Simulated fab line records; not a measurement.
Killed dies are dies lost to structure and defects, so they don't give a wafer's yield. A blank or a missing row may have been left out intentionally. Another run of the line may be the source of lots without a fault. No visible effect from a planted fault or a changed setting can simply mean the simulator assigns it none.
The tool behind it: which one? + flow sky130 + 12 lots, 36 wafers sampled, at 4 steps of a route of 708

== WHAT THE GAUGES SHOWED, per wafer ==
SKY_PASSIVATION_THK_MEAS_01. Usual: PASSIVATION_CVD_00_THK typically reads 89.7 nm, with standard deviation 1.3.
| lot  | measured     | on            | PASSIVATION_CVD_00_THK (nm) | flag |
|------|--------------|---------------|-----------------------------|------|
| L461 | day 43 17:37 | film_metro-02 | 89.2 89.2 91.6              |      |
| L462 | day 44 06:11 | film_metro-04 | 87.1 90.8 90.8              |      |
| L463 | day 44 10:53 | film_metro-04 | 88.0 87.7 88.3              |      |
| L464 | day 44 15:18 | film_metro-01 | 89.0 89.8 90.9              |      |
| L470 | day 46 14:05 | film_metro-02 | 91.4 90.9 91.9              |      |
| L471 | day 46 15:28 | film_metro-04 | 89.9 89.9 90.3              |      |
| L475 | day 47 13:41 | film_metro-04 | 89.3 88.5 89.4              |      |
| L476 | day 48 01:38 | film_metro-01 | 90.4 88.3 89.6              |      |
| L481 | day 49 11:20 | film_metro-04 | 89.0 88.4 89.9              |      |
| L484 | day 49 20:03 | film_metro-04 | 88.3 88.7 90.5              |      |
| L483 | day 49 22:41 | film_metro-01 | 88.7 88.4 89.1              |      |
| L482 | day 50 02:10 | film_metro-04 | 88.1 89.8 90.1              |      |

== TOOL THAT RAN EACH LOT (tool first, then ch and the chambers of the sampled wafers, then the start) ==
| lot  | SKY_VIA1_CMP_24               | SKY_VIA4_CMP_02               | SKY_METAL5_SPUTTER_03        |
|------|-------------------------------|-------------------------------|------------------------------|
| L461 | cmp-02 ch 1,3, day 33 19:32   | cmp-01 ch 0,1,3, day 41 16:25 | pvd_sputter-01, day 42 17:43 |
| L462 | cmp-01 ch 0,1,2, day 34 12:56 | cmp-01 ch 0,3, day 42 06:04   | pvd_sputter-04, day 43 06:48 |
| L463 | cmp-02 ch 1,2,3, day 34 16:06 | cmp-02 ch 0,2,3, day 42 10:43 | pvd_sputter-04, day 43 11:21 |
| L464 | cmp-01 ch 0,1,2, day 34 21:35 | cmp-01 ch 0,1, day 42 14:56   | pvd_sputter-04, day 43 15:42 |
| L470 | cmp-01 ch 0,1,3, day 37 06:14 | cmp-01 ch 0,1, day 44 17:47   | pvd_sputter-01, day 45 16:31 |
| L471 | cmp-01 ch 0,2,3, day 37 07:15 | cmp-01 ch 0,2,3, day 44 18:52 | pvd_sputter-02, day 45 17:34 |
| L475 | cmp-02 ch 0,1, day 38 12:10   | cmp-02 ch 0,3, day 45 18:22   | pvd_sputter-01, day 46 17:07 |
| L476 | cmp-02 ch 1,2, day 39 03:02   | cmp-01 ch 0,1, day 46 07:34   | pvd_sputter-02, day 47 05:10 |
| L481 | cmp-01 ch 2,3, day 41 01:58   | cmp-02 ch 0,2, day 47 18:55   | pvd_sputter-02, day 48 16:02 |
| L484 | cmp-02 ch 0,1, day 41 12:56   | cmp-02 ch 0,1,3, day 48 06:02 | pvd_sputter-02, day 49 02:05 |
| L483 | cmp-02 ch 0,1,3, day 41 15:40 | cmp-02 ch 2,3, day 48 08:52   | pvd_sputter-04, day 49 04:56 |
| L482 | cmp-02 ch 0,2,3, day 41 19:19 | cmp-02 ch 0,3, day 48 12:29   | pvd_sputter-04, day 49 08:09 |
- SKY_VIA1_CMP_24: polishes, stops on SiO2, t overpolish 15 s, target thk 0 nm.
- SKY_VIA4_CMP_02: polishes SiO2.
- SKY_METAL5_SPUTTER_03: material Ti, target thk 5 nm, time 3.3 s.

== AS READ BY THE TOOLS THEMSELVES (means over the sampled wafers that have a number; for cases with no such wafer, the mark the record gives instead) ==
SKY_VIA1_CMP_24. Usual: motor_current_A 11.1 A, standard deviation 1.5; overpolish_run_s 15.001 s, standard deviation 0.0089; slurry_filter_dp_kPa 13.50 kPa, standard deviation 0.13; time_to_endpoint_s 66 s, standard deviation 4.3.
| lot  | tool   | motor_current_A (A) | overpolish_run_s (s) | slurry_filter_dp_kPa (kPa) | time_to_endpoint_s (s) | flag |
|------|--------|---------------------|----------------------|----------------------------|------------------------|------|
| L461 | cmp-02 | 10.0                | 15.004               | 13.46                      | 63                     |      |
| L462 | cmp-01 | 12.0                | 14.999               | 13.59                      | 65                     |      |
| L463 | cmp-02 | 10.4                | 15.005               | 13.52                      | 64                     |      |
| L464 | cmp-01 | 12.1                | 15.006               | 13.49                      | 64                     |      |
| L470 | cmp-01 | 11.7                | 15.001               | 13.55                      | 67                     |      |
| L471 | cmp-01 | 11.2                | 15.004               | 13.43                      | 63                     |      |
| L475 | cmp-02 | 10.9                | 15.000               | 13.49                      | 69                     |      |
| L476 | cmp-02 | 11.0                | 14.994               | 13.53                      | 69                     |      |
| L481 | cmp-01 | 9.5                 | 15.000               | 13.52                      | 67                     |      |
| L484 | cmp-02 | 10.6                | 15.000               | 13.36                      | 67                     |      |
| L483 | cmp-02 | 10.6                | 15.013               | 13.53                      | 64                     |      |
| L482 | cmp-02 | 10.9                | 14.998               | 13.38                      | 62                     |      |

SKY_VIA4_CMP_02. Usual: motor_current_A 12.2 A, standard deviation 1.7; slurry_filter_dp_kPa 13.51 kPa, standard deviation 0.14.
| lot  | tool   | motor_current_A (A) | slurry_filter_dp_kPa (kPa) | flag |
|------|--------|---------------------|----------------------------|------|
| L461 | cmp-01 | 12.9                | 13.67                      |      |
| L462 | cmp-01 | 13.3                | 13.52                      |      |
| L463 | cmp-02 | 11.7                | 13.54                      |      |
| L464 | cmp-01 | 14.1                | 13.60                      |      |
| L470 | cmp-01 | 14.7                | 13.51                      |      |
| L471 | cmp-01 | 12.2                | 13.55                      |      |
| L475 | cmp-02 | 11.0                | 13.57                      |      |
| L476 | cmp-01 | 14.3                | 13.65                      |      |
| L481 | cmp-02 | 12.7                | 13.58                      |      |
| L484 | cmp-02 | 11.4                | 13.44                      |      |
| L483 | cmp-02 | 11.1                | 13.48                      |      |
| L482 | cmp-02 | 11.7                | 13.52                      |      |

SKY_METAL5_SPUTTER_03. Usual: throttle_valve_pct reads 29.6 % (standard deviation 0.95).
| lot  | tool           | throttle_valve_pct (%) | flag |
|------|----------------|------------------------|------|
| L461 | pvd_sputter-01 | 29.0                   |      |
| L462 | pvd_sputter-04 | 29.3                   |      |
| L463 | pvd_sputter-04 | 29.9                   |      |
| L464 | pvd_sputter-04 | 30.6                   |      |
| L470 | pvd_sputter-01 | 30.0                   |      |
| L471 | pvd_sputter-02 | 30.0                   |      |
| L475 | pvd_sputter-01 | 28.3                   |      |
| L476 | pvd_sputter-02 | 30.1                   |      |
| L481 | pvd_sputter-02 | 30.0                   |      |
| L484 | pvd_sputter-02 | 29.5                   |      |
| L483 | pvd_sputter-04 | 29.4                   |      |
| L482 | pvd_sputter-04 | 29.3                   |      |

== THE ANSWER, worked out from the rows above alone ==
Rule: take the mean of a lot's wafers that have a number; if it is more than 3 standard deviations from the usual mean, the lot is off. A lot without any number at a reading at which 4 lots or more have one is off too. Any other lot the step has rows for is counted as sound. After the gauges, taken in route order, come the tools' own readings; for these a lot's mean is taken, as printed above. At the first step where some lot is off, the reading lying furthest off is the one used; lots without a number count as furthest.
Across all readings shown, no lot is off: no conclusion can be drawn from this.

== WHAT THE SIMULATOR PUT IN ==
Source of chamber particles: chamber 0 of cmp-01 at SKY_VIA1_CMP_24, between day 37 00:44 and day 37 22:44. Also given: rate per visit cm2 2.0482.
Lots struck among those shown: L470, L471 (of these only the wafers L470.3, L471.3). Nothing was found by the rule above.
